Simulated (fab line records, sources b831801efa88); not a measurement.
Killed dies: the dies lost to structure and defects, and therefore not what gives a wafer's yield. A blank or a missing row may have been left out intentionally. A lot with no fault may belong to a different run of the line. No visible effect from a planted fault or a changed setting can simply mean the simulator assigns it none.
fab line records	flow sky130
[record] lots = 10	wafers = 30	last-day = 52
route steps=708 shown METAL2@499 VIA2@510 PAD_OPEN@708
lots with no fault: from the same line, run without faults
start-h: hours from the record's opening day to when the first of the lot's shown wafers began	wait-h: hours since the lot's step before	" as in the row above	L1.1+2: several wafers, shown together as one row	- no value present, or no start provided	* or withheld: withheld	< > ~ a bound
route shown NAME@n: a module of which the file shows steps, and the number in the route of the first	usual: the fault-free wafers' mean and standard deviation	same: alike in all rows	chamber/n: place in a boat	sites: each site's reading	_std_site: the standard deviation of these	_edge_site: mean of outer sites minus mean of inner sites	radius-mm: how far each site lies from the wafer's centre	mask NAME#n: copy n	behind: the last tool/chamber to shape the wafer	hold: the reason the lot was held/the length of the hold in hours/how it ended	device: the n, p or np transistor that did not switch	end of line: the same wafers' tests at the end of the route	a step given without rows: its recipe and nothing more	killed: at the first sort, the dies lost to defects and structure; wafer yield is something else	map: a wafer's dies, x killed, . not, _ none there
set.NAME: the setting that was run; set.NAME@STEP: the one run at that earlier step	model.NAME: the simulator's own value behind a step, which no gauge read
one table for each step of the route and one row for each wafer, over a sample of lots
services: from which hour (start-h, from the record's first day; less than 0 if before it) a tool's chamber was out of use, for how many hours, and why
[[steps]]
[step SKY_METAL2_OVL_MEAS_16]
[usual] METAL2_OVL = 1/5.1
lot.wafer	tool	chamber	start-h	wait-h	METAL2_OVL[nm]
L223.1	overlay-01	-	859.46	0.1	-4
L223.3	"	-	"	"	4
L223.5	"	-	"	"	-2
L225.2	overlay-02	-	867.55	0.1	-6
L225.4	"	-	"	"	-2
L225.5	"	-	"	"	-6
L228.1	overlay-02	-	882.99	0.1	7
L228.2	"	-	"	"	6
L228.3	"	-	"	"	3
L229.1	overlay-02	-	883.71	0.1	-3
L229.2	"	-	"	"	0
L229.4	"	-	"	"	-3
L232.2	overlay-02	-	883.94	0.1	6
L232.4	"	-	"	"	-3
L232.6	"	-	"	"	11
L230.2	overlay-01	-	885.25	0.1	3
L230.4	"	-	"	"	-2
L230.6	"	-	"	"	2
L235.2	overlay-01	-	891.37	0.1	-2
L235.4	"	-	"	"	-9
L235.6	"	-	"	"	2
L242.1	overlay-01	-	1023.52	0.1	-2
L242.3	"	-	"	"	-2
L242.5	"	-	"	"	0
L243.1	overlay-01	-	1028.04	0.1	6
L243.3	"	-	"	"	2
L243.5	"	-	"	"	11
L245.1	overlay-02	-	1033.74	0.1	-2
L245.2	"	-	"	"	2
L245.4	"	-	"	"	-3
[step SKY_METAL2_STRIP_20]
[recipe] chemistry = O2/N2	power-w = 1400	pressure-mtorr = 1500	platen-temp-c = withheld	o2-flow-sccm = 3000	n2-flow-sccm = 300	overash-fraction = 0.5
[usual] drypump-motor-current-A = 5.69/0.21	oes-product-au = 0.344/0.0049	strip-time-to-endpoint-s = 2.73/0.068
lot.wafer	tool	chamber	start-h	wait-h	drypump-motor-current-A	oes-product-au	rf-hours-counter-h	strip-time-to-endpoint-s
L223.1	plasma-asher-03	0	859.69	0.1	5.46	0.345	96	2.82
L223.3	"	1	"	"	5.16	0.346	-	2.78
L223.5	"	0	"	"	5.45	0.344	-	2.70
L225.2	plasma-asher-04	1	867.76	0.1	5.74	0.347	73	2.78
L225.4	"	1	"	"	5.77	0.345	-	2.78
L225.5	"	0	"	"	5.80	0.341	-	2.70
L228.1	plasma-asher-04	0	883.21	0.1	5.81	0.348	74	2.88
L228.2	"	1	"	"	5.82	0.336	74	2.70
L228.3	"	0	"	"	5.82	0.342	-	2.83
L229.1	plasma-asher-02	1	883.94	0.1	5.80	0.340	15	2.67
L229.2	"	0	"	"	5.81	0.339	15	2.76
L229.4	"	1	"	"	5.78	0.339	-	2.67
L232.2	plasma-asher-04	1	884.16	0.1	5.73	0.349	74	2.78
L232.4	"	0	"	"	5.80	0.340	-	2.68
L232.6	"	0	"	"	5.83	0.346	-	2.83
L230.2	plasma-asher-02	0	885.46	0.1	5.79	0.354	15	2.79
L230.4	"	0	"	"	5.80	0.338	-	2.67
L230.6	"	0	"	"	5.79	0.346	-	2.75
L235.2	plasma-asher-02	0	891.59	0.1	5.80	0.339	15	2.78
L235.4	"	0	"	"	5.79	0.341	-	2.67
L235.6	"	1	"	"	5.80	0.345	-	2.80
L243.1	plasma-asher-04	0	1028.45	0.1	5.81	0.343	92	2.76
L243.3	"	1	"	"	5.77	0.334	-	2.73
L243.5	"	1	"	"	5.79	0.351	-	2.76
L245.1	plasma-asher-04	1	1033.96	0.1	5.75	0.340	93	2.67
L245.2	"	0	"	"	5.80	0.346	93	2.78
L245.4	"	1	"	"	5.78	0.343	-	2.68
L242.1	plasma-asher-04	0	1034.80	0.1	5.81	0.345	93	2.79
L242.3	"	0	"	"	5.81	0.338	-	2.82
L242.5	"	0	"	"	5.80	0.347	-	2.77
[step SKY_VIA2_BOW_MEAS_03]
[recipe] mode = bow
[usual] VIA2_BOW = 86/7.6
lot.wafer	tool	chamber	start-h	wait-h	VIA2_BOW[um]
L223.1	film-metro-02	-	860.77	0.2	90
L223.3	"	-	"	"	89
L223.5	"	-	"	"	84
L225.2	film-metro-04	-	868.90	0.3	79
L225.4	"	-	"	"	82
L225.5	"	-	"	"	75
L228.1	film-metro-01	-	884.33	0.2	89
L228.2	"	-	"	"	74
L228.3	"	-	"	"	101
L229.1	film-metro-02	-	885.06	0.2	86
L229.2	"	-	"	"	88
L229.4	"	-	"	"	71
L232.2	film-metro-01	-	885.27	0.3	93
L232.4	"	-	"	"	97
L232.6	"	-	"	"	85
L230.2	film-metro-02	-	886.60	0.1	82
L230.4	"	-	"	"	86
L230.6	"	-	"	"	100
L235.2	film-metro-02	-	892.81	0.1	85
L235.4	"	-	"	"	69
L235.6	"	-	"	"	82
L243.1	film-metro-02	-	1029.52	0.1	93
L243.3	"	-	"	"	86
L243.5	"	-	"	"	93
L245.1	film-metro-02	-	1035.21	0.2	95
L245.2	"	-	"	"	83
L245.4	"	-	"	"	82
L242.1	film-metro-01	-	1036.37	0.2	93
L242.3	"	-	"	"	83
L242.5	"	-	"	"	84
[step SKY_VIA2_CVD_21]
[recipe] material = W	target-thk-nm = 420	time-s = 126.4	temp-c = 400	pressure-torr = 40
[usual] chamber-pressure-Torr = 39.99/0.096	heater-power-w = 852/100
lot.wafer	tool	chamber	start-h	wait-h	chamber-pressure-Torr	heater-power-w
L223.1	cvd-w-02	1	888.97	0.0	39.93	877
L223.3	"	0	"	"	40.11	864
L223.5	"	1	"	"	40.00	889
L225.2	cvd-w-01	0	897.20	0.0	39.97	980
L225.4	"	1	"	"	39.98	749
L225.5	"	0	"	"	40.16	986
L228.1	cvd-w-01	0	911.02	0.0	40.06	963
L228.2	"	1	"	"	39.81	731
L228.3	"	0	"	"	40.12	976
L229.1	cvd-w-01	1	911.90	0.0	40.03	739
L229.2	"	0	"	"	39.92	978
L229.4	"	1	"	"	40.10	745
L232.2	cvd-w-01	0	912.45	0.0	39.91	977
L232.4	"	0	"	"	40.10	965
L232.6	"	0	"	"	39.85	955
L230.2	cvd-w-01	1	913.94	0.0	40.07	744
L230.4	"	1	"	"	40.02	745
L230.6	"	1	"	"	39.96	745
L235.2	cvd-w-02	0	919.69	0.0	40.10	767
L235.4	"	1	"	"	39.98	894
L235.6	"	0	"	"	39.95	762
L243.1	cvd-w-01	1	1054.81	0.0	40.09	747
L243.3	"	0	"	"	40.23	985
L243.5	"	1	"	"	40.02	741
L245.1	cvd-w-01	1	1060.06	0.0	39.96	710
L245.2	"	0	"	"	40.20	982
L245.4	"	0	"	"	40.15	988
L242.1	cvd-w-01	0	1060.76	0.0	39.84	990
L242.3	"	0	"	"	39.87	949
L242.5	"	1	"	"	39.93	720
[step SKY_VIA2_RS_MEAS_22]
[recipe] thk-meas-gauge = four-point-probe	reads = W_of_VIA2_CVD_21+TiN_of_VIA2_SPUTTER_20
[usual] VIA2_W_RS = 0.275/0.0034
lot.wafer	tool	chamber	start-h	wait-h	VIA2_W_RS[ohm/sq]
L223.1	film-metro-02	-	889.10	0.1	0.267
L223.3	"	-	"	"	0.275
L223.5	"	-	"	"	0.266
L225.2	film-metro-04	-	897.35	0.1	0.273
L225.4	"	-	"	"	0.275
L225.5	"	-	"	"	0.275
L228.1	film-metro-04	-	911.15	0.1	0.273
L228.2	"	-	"	"	0.281
L228.3	"	-	"	"	0.275
L229.1	film-metro-04	-	912.03	0.1	0.279
L229.2	"	-	"	"	0.273
L229.4	"	-	"	"	0.278
L232.2	film-metro-02	-	912.60	0.1	0.271
L232.4	"	-	"	"	0.268
L232.6	"	-	"	"	0.273
L230.2	film-metro-02	-	914.09	0.1	0.279
L230.4	"	-	"	"	0.612
L230.6	"	-	"	"	0.279
L235.2	film-metro-04	-	919.84	0.1	0.277
L235.4	"	-	"	"	0.272
L235.6	"	-	"	"	0.279
L243.1	film-metro-04	-	1054.94	0.1	0.276
L243.3	"	-	"	"	0.277
L243.5	"	-	"	"	0.273
L245.1	film-metro-04	-	1060.19	0.1	0.279
L245.2	"	-	"	"	0.274
L245.4	"	-	"	"	0.276
L242.1	film-metro-04	-	1060.89	0.1	0.272
L242.3	"	-	"	"	0.275
L242.5	"	-	"	"	0.276
[step SKY_VIA2_THK_MEAS_23]
[recipe] thk-meas-gauge = xrf	reads = W_of_VIA2_CVD_21
[usual] VIA2_W_THK = 404/6
lot.wafer	tool	chamber	start-h	wait-h	VIA2_W_THK[nm]
L223.1	film-metro-02	-	889.22	0.1	411
L223.3	"	-	"	"	397
L223.5	"	-	"	"	411
L225.2	film-metro-04	-	897.46	0.1	413
L225.4	"	-	"	"	408
L225.5	"	-	"	"	408
L228.1	film-metro-04	-	911.27	0.1	413
L228.2	"	-	"	"	400
L228.3	"	-	"	"	410
L229.1	film-metro-04	-	912.15	0.1	401
L229.2	"	-	"	"	409
L229.4	"	-	"	"	403
L232.2	film-metro-02	-	912.71	0.1	406
L232.4	"	-	"	"	412
L232.6	"	-	"	"	402
L230.2	film-metro-02	-	914.20	0.1	398
L230.4	"	-	"	"	185
L230.6	"	-	"	"	398
L235.2	film-metro-04	-	919.95	0.1	402
L235.4	"	-	"	"	411
L235.6	"	-	"	"	402
L243.1	film-metro-04	-	1055.06	0.1	407
L243.3	"	-	"	"	409
L243.5	"	-	"	"	413
L245.1	film-metro-04	-	1060.31	0.1	400
L245.2	"	-	"	"	407
L245.4	"	-	"	"	408
L242.1	film-metro-04	-	1061.01	0.1	409
L242.3	"	-	"	"	407
L242.5	"	-	"	"	409
[step SKY_VIA2_CMP_24]
[recipe] stop-on = SiO2	t-overpolish-s = 20	down-force-psi = 3.5	platen-rpm = 60	target-thk-nm = 0	pad-velocity-m-s = 0.94248
[usual] motor-current-A = 11.3/0.91	time-to-endpoint-s = 103/5.8
lot.wafer	tool	chamber	start-h	wait-h	motor-current-A	time-to-endpoint-s
L223.3	cmp-01	1	889.28	0.0	10.0	93
L223.1	"	3	"	"	10.9	100
L223.5	"	2	"	"	12.8	109
L225.2	cmp-01	1	898.07	0.6	10.0	97
L225.4	"	2	"	"	12.2	109
L225.5	"	1	"	"	10.0	98
L228.3	cmp-02	0	911.33	0.0	10.3	104
L228.2	"	1	"	"	11.1	109
L228.1	"	2	"	"	11.8	103
L229.4	cmp-02	3	912.26	0.1	11.5	98
L229.2	"	0	"	"	9.7	101
L229.1	"	1	"	"	11.9	109
L232.4	cmp-02	0	912.76	0.0	9.6	108
L232.2	"	1	"	"	11.0	116
L232.6	"	1	"	"	11.1	114
L230.4	cmp-02	3	914.25	0.0	12.0	43
L230.2	"	1	"	"	11.0	108
L230.6	"	0	"	"	10.4	102
L235.4	cmp-01	2	920.00	0.0	11.9	115
L235.2	"	0	"	"	12.6	104
L235.6	"	2	"	"	13.0	109
L243.1	cmp-02	2	1055.12	0.1	12.0	104
L243.3	"	1	"	"	11.3	118
L243.5	"	2	"	"	12.1	105
L245.2	cmp-02	2	1060.37	0.0	11.6	103
L245.4	"	3	"	"	11.2	102
L245.1	"	0	"	"	10.7	105
L242.3	cmp-01	0	1061.17	0.1	12.3	102
L242.1	"	1	"	"	9.6	94
L242.5	"	2	"	"	12.8	109
[step SKY_PAD_OPEN_PROBE_99]
[usual] defect-limited-yield = 82.5/1.8	killed_at_M0_to_M3 = 45/6.3	killed_at_M4_up = 2.8/1.6	killed-at-contacts = 24/5.1	killed-at-front-end = 14/4.4	killed-at-other = 0.4/0.73	killed-dies = 86/9	killed-open = 47/7.8	killed-short = 39/6.6	sort_bin_3_pad_short = 0.8/0.42	sort_bin_5_function = 10.3/1.4	sort_bin_6_memory = 6.3/1.2	sort-n-pass = 406/9	sort-yield-pct = 82.5/1.8
[same] gross-dies = 492	killed-at-back-side = 0	sort_bin_4_leakage[%] = 0	sort_bin_8_speed[%] = 0
lot.wafer	tool	chamber	start-h	wait-h	defect-limited-yield[%]	killed_at_M0_to_M3	killed_at_M4_up	killed-at-contacts	killed-at-front-end	killed-at-other	killed-dies	killed-open	killed-short	sort_bin_3_pad_short[%]	sort_bin_5_function[%]	sort_bin_6_memory[%]	sort-n-pass	sort-yield-pct[%]
L229.1	prober-01	-	1136.60	0.1	82.3	42	2	33	10	0	87	46	41	1.2	8.9	7.5	405	82.3
L229.2	prober-01	-	1136.65	0.1	81.7	52	0	24	14	0	90	37	53	1.0	10.6	6.7	402	81.7
L229.4	prober-01	-	1136.75	0.2	85.0	44	0	22	8	0	74	41	33	0.6	7.5	6.9	418	85.0
L232.2	prober-01	-	1139.65	0.1	83.9	45	2	24	8	0	79	45	34	0.8	10.4	4.9	413	83.9
L232.4	prober-01	-	1139.75	0.2	81.7	47	4	24	15	0	90	43	45	0.4	11.2	6.7	402	81.7
L232.6	prober-01	-	1139.85	0.2	81.5	51	3	26	11	0	91	50	40	1.2	11.4	5.9	401	81.5
L230.2	prober-01	-	1139.95	0.3	81.1	46	3	28	16	0	93	58	35	1.0	9.1	8.7	399	81.1
L230.4	prober-01	-	1140.05	0.4	78.5	47	2	34	23	0	106	73	32	0.6	12.4	8.5	386	78.5
L230.6	prober-01	-	1140.15	0.5	85.4	39	2	20	11	0	72	35	37	0.6	8.1	5.9	420	85.4
L235.2	prober-01	-	1147.59	0.1	82.5	39	5	18	24	0	86	40	46	2.6	10.4	4.5	406	82.5
L235.4	prober-01	-	1147.69	0.2	82.7	52	1	15	16	1	85	40	45	1.0	9.6	6.7	407	82.7
L235.6	prober-01	-	1147.79	0.2	81.3	50	2	21	19	0	92	41	51	1.6	9.8	7.3	400	81.3
// killed by level:class
L229.1 LI_CONTACT:geometric-particle:open=12 VIA1:geometric-particle:open=10 VIA3:geometric-particle:open=7 LOCAL_INTERCONNECT:geometric-particle:short=6 LI_CONTACT:geometric-particle:short=5 CONTACT:geometric-particle:short=5 METAL1:geometric-particle:short=5 VIA2:geometric-particle:open=5
L229.2 METAL1:geometric-particle:short=13 METAL2:geometric-particle:short=9 VIA3:geometric-particle:open=7 CONTACT:geometric-particle:short=7 CONTACT:geometric-particle:open=7 VIA1:geometric-particle:open=7 LOCAL_INTERCONNECT:geometric-particle:short=6 VIA2:geometric-particle:open=5
L229.4 METAL1:geometric-particle:short=8 VIA2:geometric-particle:open=7 CONTACT:geometric-particle:open=7 VIA1:geometric-particle:open=7 LI_CONTACT:geometric-particle:open=6 VIA3:geometric-particle:open=6 LOCAL_INTERCONNECT:geometric-particle:short=5 METAL2:geometric-particle:short=5
L232.2 VIA1:geometric-particle:open=11 LI_CONTACT:geometric-particle:open=7 VIA2:geometric-particle:open=7 METAL1:geometric-particle:short=7 CONTACT:geometric-particle:open=6 LOCAL_INTERCONNECT:geometric-particle:short=5 VIA3:geometric-particle:open=5 CONTACT:geometric-particle:short=4
L232.4 VIA2:geometric-particle:open=12 METAL1:geometric-particle:short=9 LOCAL_INTERCONNECT:geometric-particle:short=7 VIA3:geometric-particle:open=7 CONTACT:geometric-particle:open=6 METAL2:geometric-particle:short=6 LI_CONTACT:geometric-particle:open=5 FIELD_ISO:geometric-particle:open=4
L232.6 VIA2:geometric-particle:open=11 CONTACT:geometric-particle:open=8 VIA1:geometric-particle:open=8 LI_CONTACT:geometric-particle:open=6 VIA3:geometric-particle:short=6 VIA3:geometric-particle:open=6 POLY_GATE:geometric-particle:short=5 LOCAL_INTERCONNECT:geometric-particle:short=5
L230.2 VIA1:geometric-particle:open=13 LI_CONTACT:geometric-particle:open=9 FIELD_ISO:geometric-particle:open=8 CONTACT:geometric-particle:open=8 VIA2:geometric-particle:open=8 CONTACT:geometric-particle:short=6 METAL2:geometric-particle:short=6 VIA3:geometric-particle:short=5
L230.4 VIA1:geometric-particle:open=15 FIELD_ISO:geometric-particle:open=12 CONTACT:geometric-particle:open=12 VIA2:geometric-particle:open=9 LI_CONTACT:geometric-particle:open=7 VIA3:geometric-particle:open=7 LI_CONTACT:geometric-particle:short=6 POLY_GATE:geometric-particle:short=4
L230.6 VIA1:geometric-particle:open=8 METAL2:geometric-particle:short=7 POLY_GATE:geometric-particle:short=6 VIA3:geometric-particle:open=5 LOCAL_INTERCONNECT:geometric-particle:short=5 CONTACT:geometric-particle:open=5 VIA1:geometric-particle:short=5 VIA2:geometric-particle:open=5
L235.2 VIA1:geometric-particle:open=11 FIELD_ISO:geometric-particle:open=6 VIA2:geometric-particle:open=6 POLY_GATE:geometric-particle:short=6 METAL1:geometric-particle:short=6 LOCAL_INTERCONNECT:geometric-particle:short=5 CONTACT:geometric-particle:open=5 METAL4:geometric-particle:short=5
L235.4 VIA1:geometric-particle:open=11 VIA2:geometric-particle:open=8 METAL3:geometric-particle:short=6 FIELD_ISO:geometric-particle:short=5 METAL1:geometric-particle:short=5 VIA2:geometric-particle:short=5 POLY_GATE:geometric-particle:open=5 CONTACT:geometric-particle:open=5
L235.6 VIA1:geometric-particle:open=14 METAL1:geometric-particle:short=12 FIELD_ISO:geometric-particle:short=9 CONTACT:geometric-particle:open=8 CONTACT:geometric-particle:short=5 VIA1:geometric-particle:short=5 METAL2:geometric-particle:short=5 VIA2:geometric-particle:open=5
[[services]]
tool	chamber	start-h	hours	kind
cvd-w-02	-	837.87	0.5	repair
plasma-asher-02	-	839.52	1.4	repair
cvd-w-01	-	854.45	2.0	repair
cmp-01	-	862.59	4.8	pm
cmp-02	-	891.02	7.2	pm
plasma-asher-03	-	891.45	23.7	pm
cmp-02	-	898.27	6.8	pm
cvd-w-02	-	904.00	14.0	pm
cvd-w-02	0	904.00	14.0	vent-cycle
cmp-01	-	912.03	4.0	pm
cmp-01	-	916.03	-	consumable-replace:conditioner
cmp-01	-	916.03	-	consumable-replace:pad
cvd-w-02	-	940.19	6.9	pm
plasma-asher-02	-	949.69	3.4	repair
cvd-w-02	0	965.64	2.4	repair
plasma-asher-02	-	978.62	15.6	pm
plasma-asher-02	-	1002.47	58.6	repair
plasma-asher-04	-	1002.74	1.3	repair
cmp-01	-	1005.91	0.6	repair
cmp-01	-	1006.19	1.1	repair
cmp-01	-	1025.01	0.5	repair
plasma-asher-02	-	1029.77	0.5	repair
cvd-w-01	1	1044.79	2.3	repair
plasma-asher-03	-	1055.25	9.0	pm
[[key]]
[first-sign] step = SKY_VIA2_RS_MEAS_22	reading = VIA2_W_RS	direction = up	sigmas = 98	usual = 0.275	struck = 0.612
[effect] step = SKY_VIA2_THK_MEAS_23	reading = VIA2_W_THK	direction = down	sigmas = 36	usual = 404	struck = 185
[effect] step = SKY_VIA2_CMP_24	reading = time-to-endpoint-s	direction = down	sigmas = 10	usual = *	struck = *
met-at SKY_VIA2_CVD_21
struck-lots L230
struck-wafers L230.4
not-acting-at SKY_METAL2_OVL_MEAS_16,SKY_METAL2_STRIP_20,SKY_VIA2_BOW_MEAS_03
onset-between 912.45 913.94
[fault] kind = process-parameter-drift	tool = cvd-w-01	chamber = -	onset-h = 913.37	steps = SKY_VIA2_CVD_21	channel = target-thk-nm	offset = -220.03	shape = step	end-h = 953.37	scope = struck-wafers-only	acts-in = these-recipes-only	stated = 420
